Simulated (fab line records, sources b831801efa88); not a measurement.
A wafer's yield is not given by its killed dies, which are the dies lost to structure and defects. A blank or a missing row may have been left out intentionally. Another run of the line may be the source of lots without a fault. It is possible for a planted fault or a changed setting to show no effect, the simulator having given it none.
Check of tool commonality    flow sky130    39 wafers sampled across 13 lots

== WHY IT WAS OPENED ==
Of 13 lots, 4 have the reading VT_ADJUST_HVTP_OVL flagged at SKY_VT_ADJUST_HVTP_OVL_MEAS_08. No-fault wafers: 0.5 nm, standard deviation 1.5.
Rule: a lot gets a flag if all its wafers with a number sit over 4 standard deviations from that mean, or if no wafer of it has a number. As for the other lots, they are considered sound.

lot   measured      on          VT_ADJUST_HVTP_OVL (nm), wafer by wafer  flag
L820  day 5 18:39   overlay-02  0.9 0.1 -1.2                             
L821  day 6 05:08   overlay-01  0.8 -0.6 -1.2                            
L822  day 6 13:23   overlay-02  -2.3 -1.5 -0.8                           
L827  day 7 22:40   overlay-01  291.8 293.1 292.2                        FLAGGED
L829  day 8 11:14   overlay-02  290.6 289.4 289.5                        FLAGGED
L831  day 9 00:23   overlay-01  288.9 291.1 287.8                        FLAGGED
L832  day 9 07:03   overlay-02  288.5 288.9 287.3                        FLAGGED
L834  day 9 17:20   overlay-02  -0.3 1.4 -0.9                            
L835  day 10 04:05  overlay-01  3.1 2.7 2.1                              
L837  day 10 09:26  overlay-02  0.1 2.8 -0.4                             
L838  day 10 17:05  overlay-01  1.7 2.6 0.0                              
L839  day 11 04:02  overlay-01  0.1 1.0 1.1                              
L842  day 12 00:41  overlay-01  1.1 1.4 0.0                              
Averaged over the flagged lots the numbers come to 289.9 nm, +289.4 nm from the usual (+99 or more standard deviations).

== LOT BY LOT: THE TOOL USED ==
The record holds 1 process step before the reading, out of a route of 708 steps. Cell contents, in order: the tool; ch with the chambers the sampled wafers went through; the start.
lot   flag     SKY_VT_ADJUST_HVTP_EXPOSE_04
L820           ilineStepper-01 ch 0, day 5 10:19
L821           ilineStepper-01 ch 0, day 5 20:17
L822           ilineStepper-02 ch 0, day 6 03:37
L827  FLAGGED  ilineStepper-01 ch 0, day 7 12:53
L829  FLAGGED  ilineStepper-01 ch 0, day 8 01:29
L831  FLAGGED  ilineStepper-01 ch 0, day 8 14:11
L832  FLAGGED  ilineStepper-01 ch 0, day 8 20:31
L834           ilineStepper-02 ch 0, day 9 07:41
L835           ilineStepper-02 ch 0, day 9 16:35
L837           ilineStepper-02 ch 0, day 9 22:20
L838           ilineStepper-02 ch 0, day 10 06:22
L839           ilineStepper-02 ch 0, day 10 16:41
L842           ilineStepper-02 ch 0, day 11 12:47
What these steps do:
- SKY_VT_ADJUST_HVTP_EXPOSE_04: exposes mask HVTPM, target cd 380 nm.
- SKY_VT_ADJUST_HVTP_OVL_MEAS_08

== FLAGGED OVER TOTAL, TOOL BY TOOL (the gauges that took the reading come last) ==
step                            tool             lots run  flagged  share of the flagged lots  sound lots run after its first flagged lot
SKY_VT_ADJUST_HVTP_EXPOSE_04    ilineStepper-01  6         4        all                        0
SKY_VT_ADJUST_HVTP_EXPOSE_04    ilineStepper-02  7         0        none                       -
SKY_VT_ADJUST_HVTP_OVL_MEAS_08  overlay-01       7         2        some                       4 (L835,L838,L839,L842)
SKY_VT_ADJUST_HVTP_OVL_MEAS_08  overlay-02       6         2        some                       2 (L834,L837)

== THE TABLE: WHAT IT ALLOWS ==
In the table, 1 row covers all flagged lots: ilineStepper-01 at SKY_VT_ADJUST_HVTP_EXPOSE_04.
- ilineStepper-01 at SKY_VT_ADJUST_HVTP_EXPOSE_04: 4 of its 6 lots flagged. Last sound lot L821 at day 5 20:17, first flagged lot L827 at day 7 12:53; a fault beginning in between fits.
One tool is left: ilineStepper-01 at SKY_VT_ADJUST_HVTP_EXPOSE_04.

== WHAT HAD BEEN PUT IN BY THE SIMULATOR ==
Scanner matching overlay: ilineStepper-01, from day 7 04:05 on, at SKY_VT_ADJUST_HVTP_EXPOSE_04. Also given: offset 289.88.
Struck lots among those shown: L827, L829, L831, L832. The rule above reached the same finding.
